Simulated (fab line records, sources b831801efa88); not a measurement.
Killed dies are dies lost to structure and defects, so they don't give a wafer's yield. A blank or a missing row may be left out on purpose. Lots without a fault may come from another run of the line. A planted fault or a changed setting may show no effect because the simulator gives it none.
Which tool did it? | flow sky130 | 24 lots, 72 wafers sampled, at 6 steps of a route of 708

WHAT THE GAUGES READ, wafer by wafer
SKY_CAPM_THK_MEAS_01. Usual: CAPM_CVD_00_THK 15.53 nm, standard deviation 0.22.
lot  | measured     | on            | CAPM_CVD_00_THK (nm) | flag
L074 | day 36 08:57 | film_metro-03 | 15.10 15.10 15.54    |
L075 | day 36 17:11 | film_metro-04 | 15.46 15.17 15.63    |
L077 | day 37 13:09 | film_metro-01 | 15.44 15.54 15.59    |
L076 | day 37 19:44 | film_metro-01 | 15.65 15.82 15.56    |
L078 | day 38 02:02 | film_metro-04 | 15.23 15.49 15.54    |
L079 | day 38 03:52 | film_metro-01 | 15.27 15.29 15.54    |
L080 | day 38 12:17 | film_metro-03 | 15.48 15.51 15.71    |
L081 | day 38 20:50 | film_metro-04 | 15.62 15.78 15.82    |
L082 | day 39 08:18 | film_metro-01 | 15.65 15.49 15.79    |
L083 | day 39 19:49 | film_metro-01 | 15.31 15.53 15.60    |
L084 | day 39 22:25 | film_metro-01 | 15.63 15.96 15.72    |
L085 | day 40 12:21 | film_metro-04 | 15.19 15.59 15.59    |
L086 | day 40 14:10 | film_metro-01 | 15.10 15.35 15.55    |
L087 | day 40 20:38 | film_metro-01 | 15.49 15.71 15.63    |
L088 | day 41 09:23 | film_metro-04 | 15.60 15.57 15.61    |
L089 | day 41 12:25 | film_metro-04 | 15.53 15.71 15.36    |
L090 | day 41 19:59 | film_metro-04 | 15.51 15.58 15.46    |
L091 | day 42 00:44 | film_metro-03 | 15.61 15.59 15.67    |
L092 | day 42 09:36 | film_metro-04 | 15.70 15.32 15.57    |
L093 | day 42 11:44 | film_metro-03 | 15.55 15.60 15.66    |
L094 | day 42 15:23 | film_metro-03 | 15.21 15.15 15.67    |
L095 | day 42 22:01 | film_metro-03 | 15.52 15.23 15.58    |
L096 | day 43 01:19 | film_metro-01 | 15.39 15.29 15.74    |
L097 | day 43 16:55 | film_metro-04 | 15.81 15.90 16.07    |

SKY_CAPM_THK_MEAS_04: measures by xrf. Usual: CAPM_TIN_THK 203.4 nm, standard deviation 2.8.
lot  | measured     | on            | CAPM_TIN_THK (nm) | flag
L074 | day 36 09:14 | film_metro-04 | 202.6 203.4 202.5 |
L075 | day 36 17:29 | film_metro-03 | 201.6 206.6 203.0 |
L077 | day 37 13:26 | film_metro-03 | 199.2 203.5 199.9 |
L076 | day 37 20:02 | film_metro-03 | 203.7 204.2 204.5 |
L078 | day 38 02:20 | film_metro-03 | 197.3 200.6 202.0 |
L079 | day 38 04:10 | film_metro-03 | 197.0 203.7 200.0 |
L080 | day 38 12:34 | film_metro-01 | 206.2 202.1 207.2 |
L081 | day 38 21:07 | film_metro-01 | 208.3 205.7 202.7 |
L082 | day 39 08:36 | film_metro-03 | 197.6 206.0 200.7 |
L083 | day 39 20:07 | film_metro-04 | 208.1 199.7 205.3 |
L084 | day 39 22:43 | film_metro-03 | 199.6 202.9 203.9 |
L085 | day 40 12:38 | film_metro-04 | 204.9 201.3 200.4 |
L086 | day 40 14:27 | film_metro-04 | 205.8 199.1 206.9 |
L087 | day 40 20:56 | film_metro-01 | 209.0 206.0 209.1 |
L088 | day 41 09:40 | film_metro-04 | 203.7 198.4 201.9 |
L089 | day 41 12:42 | film_metro-01 | 203.4 206.9 202.2 |
L090 | day 41 20:17 | film_metro-01 | 202.9 205.2 203.5 |
L091 | day 42 01:01 | film_metro-01 | 202.4 206.9 202.0 |
L092 | day 42 09:53 | film_metro-03 | 199.5 203.4 202.2 |
L093 | day 42 12:01 | film_metro-04 | 202.7 200.3 205.6 |
L094 | day 42 15:45 | film_metro-04 | 204.1 204.8 203.8 |
L095 | day 42 22:19 | film_metro-04 | 203.3 210.1 207.7 |
L096 | day 43 01:37 | film_metro-03 | 203.2 202.4 205.3 |
L097 | day 43 17:12 | film_metro-01 | 209.8 206.9 206.1 |

WHICH TOOL RAN EACH LOT (tool, then ch and the chambers of the sampled wafers, then the start)
lot  | SKY_VIA1_ETCH_15                   | SKY_METAL2_SPUTTER_00        | SKY_METAL2_SPUTTER_02        | SKY_METAL3_SPUTTER_04
L074 | rie_diel-03 ch 0,1,2, day 34 02:53 | pvd_sputter-04, day 34 04:12 | pvd_sputter-04, day 34 04:15 | pvd_sputter-02, day 36 08:52
L075 | rie_diel-04 ch 0,1,3, day 34 10:48 | pvd_sputter-01, day 34 12:05 | pvd_sputter-01, day 34 12:07 | pvd_sputter-03, day 36 17:07
L077 | rie_diel-03 ch 0,2,3, day 35 05:38 | pvd_sputter-04, day 35 06:54 | pvd_sputter-04, day 35 06:57 | pvd_sputter-03, day 37 13:04
L076 | rie_diel-04 ch 1,2, day 35 11:14   | pvd_sputter-01, day 35 12:30 | pvd_sputter-01, day 35 12:33 | pvd_sputter-02, day 37 19:38
L078 | rie_diel-01 ch 0,3, day 35 17:29   | pvd_sputter-01, day 35 18:45 | pvd_sputter-01, day 35 18:48 | pvd_sputter-04, day 38 01:58
L079 | rie_diel-03 ch 0,1,2, day 35 18:59 | pvd_sputter-02, day 35 20:15 | pvd_sputter-02, day 35 20:18 | pvd_sputter-03, day 38 03:47
L080 | rie_diel-03 ch 1,2, day 36 04:53   | pvd_sputter-01, day 36 06:19 | pvd_sputter-01, day 36 06:22 | pvd_sputter-03, day 38 12:13
L081 | rie_diel-04 ch 2,3, day 36 15:03   | pvd_sputter-02, day 36 16:19 | pvd_sputter-02, day 36 16:22 | pvd_sputter-02, day 38 20:45
L082 | rie_diel-01 ch 0,1,3, day 37 01:48 | pvd_sputter-04, day 37 03:06 | pvd_sputter-04, day 37 03:09 | pvd_sputter-04, day 39 08:14
L083 | rie_diel-04 ch 0,3, day 37 09:41   | pvd_sputter-01, day 37 10:58 | pvd_sputter-01, day 37 11:01 | pvd_sputter-04, day 39 19:44
L084 | rie_diel-01 ch 0,1,3, day 37 16:31 | pvd_sputter-04, day 37 17:47 | pvd_sputter-04, day 37 17:50 | pvd_sputter-02, day 39 22:19
L085 | rie_diel-04 ch 1,3, day 38 03:57   | pvd_sputter-02, day 38 06:28 | pvd_sputter-02, day 38 06:31 | pvd_sputter-03, day 40 12:16
L086 | rie_diel-03 ch 0,2,3, day 38 08:45 | pvd_sputter-02, day 38 10:02 | pvd_sputter-02, day 38 10:05 | pvd_sputter-04, day 40 14:05
L087 | rie_diel-04 ch 0,1,3, day 38 14:35 | pvd_sputter-02, day 38 15:52 | pvd_sputter-02, day 38 15:55 | pvd_sputter-03, day 40 20:34
L088 | rie_diel-04 ch 0,3, day 38 23:05   | pvd_sputter-04, day 39 04:29 | pvd_sputter-04, day 39 04:32 | pvd_sputter-03, day 41 09:17
L089 | rie_diel-01 ch 0,1, day 39 04:53   | pvd_sputter-02, day 39 06:20 | pvd_sputter-02, day 39 06:23 | pvd_sputter-02, day 41 12:19
L090 | rie_diel-04 ch 1,2,3, day 39 14:47 | pvd_sputter-01, day 39 16:20 | pvd_sputter-01, day 39 16:23 | pvd_sputter-02, day 41 19:55
L091 | rie_diel-03 ch 1,3, day 39 19:53   | pvd_sputter-01, day 39 21:10 | pvd_sputter-01, day 39 21:13 | pvd_sputter-02, day 42 00:39
L092 | rie_diel-04 ch 0,3, day 40 05:49   | pvd_sputter-01, day 40 07:06 | pvd_sputter-01, day 40 07:09 | pvd_sputter-04, day 42 09:32
L093 | rie_diel-01 ch 0,2,3, day 40 06:56 | pvd_sputter-01, day 40 08:13 | pvd_sputter-01, day 40 08:16 | pvd_sputter-03, day 42 11:38
L094 | rie_diel-04 ch 2,3, day 40 11:14   | pvd_sputter-02, day 40 12:32 | pvd_sputter-02, day 40 12:35 | pvd_sputter-04, day 42 15:19
L095 | rie_diel-04 ch 1,2,3, day 40 17:10 | pvd_sputter-04, day 40 18:31 | pvd_sputter-04, day 40 18:33 | pvd_sputter-03, day 42 21:56
L096 | rie_diel-04 ch 0,1,3, day 40 22:14 | pvd_sputter-04, day 40 23:31 | pvd_sputter-04, day 40 23:34 | pvd_sputter-04, day 43 01:14
L097 | rie_diel-03 ch 1,3, day 41 13:23   | pvd_sputter-02, day 41 14:39 | pvd_sputter-02, day 41 14:43 | pvd_sputter-02, day 43 16:49
- SKY_VIA1_ETCH_15: etches SiO2 in C4F8/O2/Ar, stops on TiN, target depth 351 nm, time 54 s.
- SKY_METAL2_SPUTTER_00: material Ti, target thk 15 nm, time 10 s.
- SKY_METAL2_SPUTTER_02: material AlCu, target thk 250 nm, time 13.3 s.
- SKY_METAL3_SPUTTER_04: material TiN, target thk 70 nm, time 58.3 s.

WHAT THE TOOLS THEMSELVES READ (means of the sampled wafers that have a number; where no wafer has one, the mark that the record gives instead)
SKY_VIA1_ETCH_15. Usual: oes_product_au 0.979 a.u., standard deviation 0.0084.
lot  | tool        | oes_product_au (a.u.) | flag
L074 | rie_diel-03 | 0.975                 |
L075 | rie_diel-04 | 0.978                 |
L077 | rie_diel-03 | 0.984                 |
L076 | rie_diel-04 | 0.985                 |
L078 | rie_diel-01 | 0.972                 |
L079 | rie_diel-03 | 0.975                 |
L080 | rie_diel-03 | 0.977                 |
L081 | rie_diel-04 | 0.985                 |
L082 | rie_diel-01 | 0.973                 |
L083 | rie_diel-04 | 0.974                 |
L084 | rie_diel-01 | 0.979                 |
L085 | rie_diel-04 | 0.977                 |
L086 | rie_diel-03 | 0.970                 |
L087 | rie_diel-04 | 0.981                 |
L088 | rie_diel-04 | 0.979                 |
L089 | rie_diel-01 | 0.977                 |
L090 | rie_diel-04 | 0.972                 |
L091 | rie_diel-03 | 0.988                 |
L092 | rie_diel-04 | 0.982                 |
L093 | rie_diel-01 | 0.985                 |
L094 | rie_diel-04 | 0.986                 |
L095 | rie_diel-04 | 0.979                 |
L096 | rie_diel-04 | 0.971                 |
L097 | rie_diel-03 | 0.981                 |

SKY_METAL2_SPUTTER_00. Usual: throttle_valve_pct 30.0 %, standard deviation 1.
lot  | tool           | throttle_valve_pct (%) | flag
L074 | pvd_sputter-04 | 29.3                   |
L075 | pvd_sputter-01 | 29.7                   |
L077 | pvd_sputter-04 | 29.0                   |
L076 | pvd_sputter-01 | 29.5                   |
L078 | pvd_sputter-01 | 29.3                   |
L079 | pvd_sputter-02 | 30.6                   |
L080 | pvd_sputter-01 | 30.5                   |
L081 | pvd_sputter-02 | 30.4                   |
L082 | pvd_sputter-04 | 29.5                   |
L083 | pvd_sputter-01 | 29.6                   |
L084 | pvd_sputter-04 | 29.4                   |
L085 | pvd_sputter-02 | 30.0                   |
L086 | pvd_sputter-02 | 29.8                   |
L087 | pvd_sputter-02 | 30.3                   |
L088 | pvd_sputter-04 | 29.3                   |
L089 | pvd_sputter-02 | 30.4                   |
L090 | pvd_sputter-01 | 29.7                   |
L091 | pvd_sputter-01 | 30.5                   |
L092 | pvd_sputter-01 | 30.4                   |
L093 | pvd_sputter-01 | 28.7                   |
L094 | pvd_sputter-02 | 30.6                   |
L095 | pvd_sputter-04 | 29.6                   |
L096 | pvd_sputter-04 | 29.7                   |
L097 | pvd_sputter-02 | 29.9                   |

SKY_METAL2_SPUTTER_02. Usual: throttle_valve_pct 30.0 %, standard deviation 1.
lot  | tool           | throttle_valve_pct (%) | flag
L074 | pvd_sputter-04 | 29.4                   |
L075 | pvd_sputter-01 | 29.7                   |
L077 | pvd_sputter-04 | 29.0                   |
L076 | pvd_sputter-01 | 29.5                   |
L078 | pvd_sputter-01 | 29.3                   |
L079 | pvd_sputter-02 | 30.8                   |
L080 | pvd_sputter-01 | 30.6                   |
L081 | pvd_sputter-02 | 30.2                   |
L082 | pvd_sputter-04 | 29.5                   |
L083 | pvd_sputter-01 | 29.5                   |
L084 | pvd_sputter-04 | 29.5                   |
L085 | pvd_sputter-02 | 30.2                   |
L086 | pvd_sputter-02 | 30.0                   |
L087 | pvd_sputter-02 | 30.3                   |
L088 | pvd_sputter-04 | 29.2                   |
L089 | pvd_sputter-02 | 30.4                   |
L090 | pvd_sputter-01 | 29.7                   |
L091 | pvd_sputter-01 | 30.5                   |
L092 | pvd_sputter-01 | 30.4                   |
L093 | pvd_sputter-01 | 28.7                   |
L094 | pvd_sputter-02 | 30.7                   |
L095 | pvd_sputter-04 | 29.3                   |
L096 | pvd_sputter-04 | 29.6                   |
L097 | pvd_sputter-02 | 29.8                   |

SKY_METAL3_SPUTTER_04. Usual: throttle_valve_pct 30.0 %, standard deviation 1.
lot  | tool           | throttle_valve_pct (%) | flag
L074 | pvd_sputter-02 | 30.4                   |
L075 | pvd_sputter-03 | 29.6                   |
L077 | pvd_sputter-03 | 29.1                   |
L076 | pvd_sputter-02 | 29.7                   |
L078 | pvd_sputter-04 | 29.9                   |
L079 | pvd_sputter-03 | 30.5                   |
L080 | pvd_sputter-03 | 30.9                   |
L081 | pvd_sputter-02 | 30.1                   |
L082 | pvd_sputter-04 | 29.7                   |
L083 | pvd_sputter-04 | 29.7                   |
L084 | pvd_sputter-02 | 30.0                   |
L085 | pvd_sputter-03 | 29.9                   |
L086 | pvd_sputter-04 | 29.3                   |
L087 | pvd_sputter-03 | 29.7                   |
L088 | pvd_sputter-03 | 29.7                   |
L089 | pvd_sputter-02 | 30.0                   |
L090 | pvd_sputter-02 | 30.8                   |
L091 | pvd_sputter-02 | 30.4                   |
L092 | pvd_sputter-04 | 29.7                   |
L093 | pvd_sputter-03 | 30.4                   |
L094 | pvd_sputter-04 | 29.8                   |
L095 | pvd_sputter-03 | 30.5                   |
L096 | pvd_sputter-04 | 29.4                   |
L097 | pvd_sputter-02 | 31.0                   |

THE ANSWER, worked out from the rows above alone
Rule: a lot is off if the mean of its wafers that have a number lies more than 3 standard deviations from the usual mean. A lot without any number at a reading at which 4 lots or more have one is off too. The other lots that the step has rows for count as sound. The gauges are gone through in route order, then the tools' own readings, and for those a lot's mean is taken as printed above. The first step at which some lot is off is used, and at that step the reading that is off furthest; a lot without a number counts as furthest.
No lot is off at any reading shown: from this, nothing can be told.

WHAT THE SIMULATOR HAD PUT IN
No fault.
